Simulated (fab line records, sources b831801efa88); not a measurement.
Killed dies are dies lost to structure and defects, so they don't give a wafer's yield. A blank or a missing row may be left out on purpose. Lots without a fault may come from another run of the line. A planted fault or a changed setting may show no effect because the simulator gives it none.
A struck lot beside a sound one | flow sky130 | 15 steps out of a route of 708
Sound: wafers L835.2, L835.3, L835.5. Struck: wafers L839.1, L839.5, L839.6. The cause comes at the end.
At each step with rows: each side's tool, then ch and its chambers, then its first start. Under that, the readings that differ: sound wafers | struck wafers | difference of the means | sigmas: that difference in standard deviations of wafers without a fault.
alike: readings whose means differ by less than 2 such deviations, and words and numbers that are the same on both sides. not compared: withheld readings, readings that some wafer has no value for, bounds like >300 that may hide the same value, and numbers for which the record gives no deviation and whose values overlap.
The two part at a step that has a row with sigmas, a row that says differs or no value, or rows on one side only. Numbers that don't overlap but have no deviation are shown without sigmas and don't part them. A reading that every wafer of one side lacks parts them only if that side has two wafers or more.

first, 9 steps without rows for these wafers: SKY_CAPM_CLEAN_17 (cleans in O3/DIW); SKY_METAL3_DEHYDRATE_05 (time 60 s); SKY_METAL3_HMDS_06 (prime time 60 s); SKY_METAL3_COAT_07 (resist thk 60 nm); SKY_METAL3_COAT_08 (resist thk 1140 nm); SKY_METAL3_SOFTBAKE_09 (time 90 s); SKY_METAL3_EXPOSE_10 (exposes mask MM3, target cd 300 nm); SKY_METAL3_PEB_11; SKY_METAL3_DEVELOP_12 (develop time 60 s).
SKY_METAL3_CD_MEAS_13: target cd 300 nm.
  sound on cd_sem-01, day 39 01:05; struck on cd_sem-01, day 40 19:22
  alike: cd_nm
SKY_METAL3_OVL_MEAS_14:
  sound on overlay-01, day 39 01:12; struck on overlay-01, day 40 19:29
  alike: METAL3_OVL
SKY_METAL3_DESCUM_15: chemistry O2, time 8 s.
  sound on rie_metal-01 ch 0,1, day 39 01:14; struck on rie_metal-03 ch 0,1, day 40 19:32
  alike: drypump_motor_current_A, oes_product_au, rf_fwd_power_W
  not compared: rf_hours_counter_h
SKY_METAL3_ETCH_16: etches BARC in N2/H2, stops on SiO2, time 88.2 s, target depth 60 nm.
  sound on rie_metal-01 ch 0,1, day 39 01:16; struck on rie_metal-03 ch 0,1, day 40 19:34
  alike: drypump_motor_current_A, h2_flow_sccm, oes_product_au, rf_fwd_power_W, throttle_valve_pct
  not compared: rf_hours_counter_h, model.SiO2_of_CAPM_CVD_00.thk_nm
SKY_METAL3_ETCH_17: etches SiO2 in C4F8/O2/Ar, stops on TiN, time 3.9 s, target depth 15 nm.
  sound on rie_diel-01 ch 0,1,3, day 39 01:22; struck on rie_diel-04 ch 0,2,3, day 40 19:40
  alike: oes_product_au, rf_fwd_power_W
  not compared: rf_hours_counter_h
-- the record jumps here: 7 days lie between the struck wafers' starts before and after (it left off in module METAL3 and takes up again in module PAD_OPEN, whose first step shown is number 708 of the route) --
SKY_PAD_OPEN_PROBE_99:
  the record has rows for the struck wafers here (prober-01, day 47 14:14) and none for the sound ones

WHERE THEY PART
Only at SKY_PAD_OPEN_PROBE_99, within this record.

WHY: what the simulator had put in
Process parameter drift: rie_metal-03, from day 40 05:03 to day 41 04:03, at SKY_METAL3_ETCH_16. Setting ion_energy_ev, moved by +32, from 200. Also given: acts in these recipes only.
